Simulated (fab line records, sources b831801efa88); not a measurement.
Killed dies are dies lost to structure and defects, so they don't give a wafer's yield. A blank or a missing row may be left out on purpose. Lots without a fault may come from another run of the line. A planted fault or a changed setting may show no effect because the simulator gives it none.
Chamber matching | flow gf180mcu | GF_V1_CVD_02 on pecvd-02: 3 sister chambers
The step deposits SiO2 from TEOS, target thk 850 nm, time 94.851 s. 6 wafers are shown with their chamber, then 8 later ones without.

WAFERS WITH THEIR CHAMBER
wafer  | chamber | heater_power_w (W)
L085.3 | 1       | 829
L085.4 | 0       | 646
L085.6 | 1       | 654
L086.3 | 0       | 720
L086.6 | 2       | 556
L088.1 | 2       | 665

WAFERS WITHOUT THEIR CHAMBER
wafer  | heater_power_w (W)
L088.2 | 803
L088.5 | 825
L093.2 | 694
L093.3 | 750
L093.5 | 764
L097.3 | 851
L097.4 | 874
L097.6 | 670

WHICH CHAMBER EACH WENT THROUGH
wafer  | from the rows above          | in truth
L088.2 | can't be placed: 1 or 0 or 2 | 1
L088.5 | can't be placed: 1 or 0 or 2 | 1
L093.2 | can't be placed: 0 or 1 or 2 | 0
L093.3 | can't be placed: 1 or 0 or 2 | 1
L093.5 | can't be placed: 1 or 0 or 2 | 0
L097.3 | can't be placed: 1 or 0 or 2 | 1
L097.4 | can't be placed: 1 or 0 or 2 | 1
L097.6 | can't be placed: 0 or 2 or 1 | 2
Placed correctly: 0 of 8. Can't be placed from these rows: 8 (the true chamber is among the candidates in 8). Placed wrongly: 0.
How it was worked out, from the rows above alone: a wafer's distance from a chamber is the root of the sum, over the readings, of the square of ((its reading less the chamber's mean) divided by the reading's scatter). The wafer belongs to the nearest chamber; if the next one is less than 2 further off, it can't be placed. A chamber's mean is the mean of its shown wafers. The scatter: the root of (the sum of the squares of (reading less its chamber's mean) over the shown wafers, divided by (wafers less chambers)).
